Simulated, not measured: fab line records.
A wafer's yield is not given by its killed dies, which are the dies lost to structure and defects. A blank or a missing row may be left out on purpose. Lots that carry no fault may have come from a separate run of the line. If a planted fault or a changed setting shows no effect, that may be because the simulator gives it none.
A single fault, viewed from 2 desks :: flow gf180mcu :: every desk sees just its own numbers, and what lay behind them comes last

METROLOGY DESK
What the gauges read for every lot (on any tool): the sampled wafers with a number, averaged. A lot is out of limits, marked OUT, if its mean lies more than 4 standard deviations from the usual mean; the brackets give that distance.
Columns: A = HV_LDD_OVL at GF_HV_LDD_OVL_MEAS_08, usual 0.5 nm; B = HV_LDD_TW at GF_HV_LDD_TW_MEAS_11, usual 2408; C = HV_LDD_RS at GF_HV_LDD_RS_MEAS_53, usual 418.8 ohm/sq
lot: L452
first seen here: day 10 02:58
A: 1.4
B: 2440
C: 418.3

lot: L453
first seen here: day 10 07:45
A: 2.7
B: 2401
C: 417.3

lot: L455
first seen here: day 10 23:01
A: 0.6
B: 2403
C: 418.2

lot: L459
first seen here: day 12 05:45
A: -0.6
B: 2386
C: 418.5

lot: L463
first seen here: day 13 10:24
A: 0.4
B: 2427
C: 418.4

lot: L465
first seen here: day 14 00:34
A: -0.8
B: 2535 (+5.3) OUT
C: 414.6 (-4.8) OUT

lot: L466
first seen here: day 14 08:36
A: -0.9
B: 2544 (+5.7) OUT
C: 413.7 (-5.9) OUT

lot: L469
first seen here: day 15 05:15
A: -0.8
B: 2570 (+6.7) OUT
C: 413.3 (-6.3) OUT

lot: L472
first seen here: day 16 05:35
A: 2.3
B: 2390
C: 418.9

lot: L473
first seen here: day 16 11:35
A: 2.3
B: 2444
C: 417.0

lot: L474
first seen here: day 16 21:26
A: 2.3
B: 2437
C: 418.7

lot: L475
first seen here: day 17 02:22
A: 2.1
B: 2431
C: 418.7
Finding of this desk: L465, L466, L469 out of limits, first seen on L465 at day 14 00:50 (HV_LDD_TW at GF_HV_LDD_TW_MEAS_11). L452, L453, L455, L459, L463, L472, L473, L474, L475 stayed within limits.

FOR THE TOOL OWNER'S DESK: implanter-02
For each lot that ran on this tool, the mean over its sampled wafers that have a number, from the tool's own readings at GF_HV_LDD_IMPLANT_09. A lot is out of limits, marked OUT, if its mean lies more than 4 standard deviations from the usual mean; the brackets give that distance.
Columns: A = beam_energy_keV at GF_HV_LDD_IMPLANT_09, usual 39.998
lot: L452
first seen here: day 10 03:03
A: 40.012

lot: L459
first seen here: day 12 05:48
A: 39.993

lot: L465
first seen here: day 14 00:35
A: 50.350 (+99 or more) OUT

lot: L466
first seen here: day 14 08:39
A: 50.339 (+99 or more) OUT

lot: L469
first seen here: day 15 05:18
A: 50.341 (+99 or more) OUT
This desk finds L465, L466, L469 out of limits, L465 being first, at day 14 00:35 (beam_energy_keV at GF_HV_LDD_IMPLANT_09). L452, L459 stayed within limits.

PUT TOGETHER
On L465, L466, L469, at day 14 00:35, an alarm was possible from the tool owner's desk.
L465, L466, L469 would have let the metrology desk raise an alarm at day 14 00:50.
GF_HV_LDD_IMPLANT_09 was run on implanter-02 by each of the lots named.

WHAT THE SIMULATOR PUT IN
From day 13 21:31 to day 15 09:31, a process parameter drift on implanter-02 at GF_HV_LDD_IMPLANT_09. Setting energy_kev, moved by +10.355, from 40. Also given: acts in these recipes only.
Lots struck among those shown: L465, L466, L469.
Hours from the fault's start to each desk's first reading out of limits: the tool owner's desk, 3; the metrology desk, 3.
